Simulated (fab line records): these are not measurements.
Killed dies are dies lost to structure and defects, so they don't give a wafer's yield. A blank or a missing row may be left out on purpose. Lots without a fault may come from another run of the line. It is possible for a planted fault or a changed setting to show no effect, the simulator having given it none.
Chamber matching | flow gf180mcu | cmp-01 running GF_STI_CMP_25: 4 sister chambers
The step polishes, stops on Si3N4, t overpolish 33 s, target thk 524.6 nm. 8 wafers are shown with their chamber, then 10 later ones without.

## WAFERS WITH THEIR CHAMBER
wafer  | chamber | motor_current_A (A) | time_to_endpoint_s (s)
L279.4 | 0       | 10.1                | 122
L282.3 | 1       | 12.7                | 125
L282.5 | 1       | 12.9                | 125
L283.3 | 0       | 10.7                | 121
L283.5 | 3       | 13.2                | 124
L283.6 | 2       | 11.8                | 123
L284.2 | 3       | 13.3                | 125
L284.3 | 2       | 11.6                | 123

## WAFERS MISSING THEIR CHAMBER
wafer  | motor_current_A (A) | time_to_endpoint_s (s)
L284.5 | 11.9                | 118
L293.4 | 12.1                | 121
L293.5 | 12.3                | 116
L293.6 | 14.0                | 124
L296.2 | 10.2                | 120
L296.5 | 10.2                | 123
L296.6 | 12.4                | 120
L299.1 | 13.7                | 114
L299.4 | 12.4                | 116
L299.5 | 11.8                | 115

## EACH ONE'S CHAMBER
wafer  | from the rows above          | in truth
L284.5 | can't be placed: 0 or 2      | 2
L293.4 | 2                            | 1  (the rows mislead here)
L293.5 | can't be placed: 0 or 2      | 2
L293.6 | 3                            | 3
L296.2 | 0                            | 0
L296.5 | 0                            | 0
L296.6 | 2                            | 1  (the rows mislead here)
L299.1 | can't be placed: 2 or 0 or 3 | 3
L299.4 | can't be placed: 0 or 2      | 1
L299.5 | can't be placed: 0 or 2      | 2
Placed correctly: 3 of 10. These rows do not allow placing 5 (true chamber among the candidates in 4). Placed wrongly: 2.
How it was worked out, from the rows above alone: a wafer's distance from a chamber is the root of the sum, over the readings, of the square of ((its reading less the chamber's mean) divided by the reading's scatter). The wafer belongs to the nearest chamber; if the next one is less than 2 further off, it can't be placed. Each chamber's mean is taken over the wafers shown for it. The scatter: the root of (the sum of the squares of (reading less its chamber's mean) over the shown wafers, divided by (wafers less chambers)).
